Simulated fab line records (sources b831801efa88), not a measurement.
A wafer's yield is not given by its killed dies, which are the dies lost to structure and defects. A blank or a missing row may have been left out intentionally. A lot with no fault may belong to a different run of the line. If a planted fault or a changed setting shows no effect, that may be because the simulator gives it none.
One fault seen from 2 desks ; flow gf180mcu ; what lay behind the numbers comes last; until then each desk has only its own

== THE METROLOGY DESK ==
Lot by lot, what the gauges showed, no matter which tool ran the lot: averages of those sampled wafers that carry a number. If a lot's mean is further than 4 standard deviations from the usual mean, the lot is out of limits and carries the mark OUT (the distance appears in the brackets).
Columns: A = cd_nm at GF_M4_CD_MEAS_14, usual 280.3 nm
lot;first seen here;A
L786;day 23 06:46;281.6
L789;day 24 11:37;280.2
L792;day 25 11:33;280.9
L793;day 25 21:33;279.0
L794;day 26 08:14;282.7
L795;day 26 15:11;280.5
L796;day 26 20:33;280.5
L797;day 27 02:11;279.5
L802;day 28 14:35;282.6
L805;day 29 08:00;280.4
L807;day 30 00:03;280.4
L808;day 30 03:44;280.1
Finding of this desk: none of the 12 lots has anything out of limits.

== AT THE TOOL OWNER'S DESK: litho_track-04 ==
The tool's own readings at GF_M4_PEB_12 (peb time 90 s): means of the sampled wafers that have a number, for each lot that ran on this tool. If a lot's mean is further than 4 standard deviations from the usual mean, the lot is out of limits and carries the mark OUT (the distance appears in the brackets).
Columns: A = chill_plate_temp_C at GF_M4_PEB_12, usual 22.99 C; B = heater_power_total_W at GF_M4_PEB_12, usual 85.70 W
lot;first seen here;A;B
L789;day 24 11:16;22.97;85.63
L795;day 26 14:50;22.83;85.68
L802;day 28 14:13;23.13;88.18 (+29) OUT
This desk's verdict: out of limits on L802, starting with L802 at day 28 14:13 (heater_power_total_W at GF_M4_PEB_12). In limits: L789, L795.

== PUT TOGETHER ==
The tool owner's desk had the chance to raise an alarm at day 28 14:13 on L802.
The metrology desk saw nothing out of limits.
The metrology desk holds a record of L802, inside its limits.
All the named lots went through GF_M4_PEB_12 on litho_track-04.

== WHAT THE SIMULATOR HAD PUT IN ==
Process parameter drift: litho_track-04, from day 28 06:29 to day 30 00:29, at GF_M4_PEB_12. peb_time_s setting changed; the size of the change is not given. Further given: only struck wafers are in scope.
Shown lots that were struck: L802.
Hours from the fault's start to each desk's first reading out of limits: the tool owner's desk, 8.
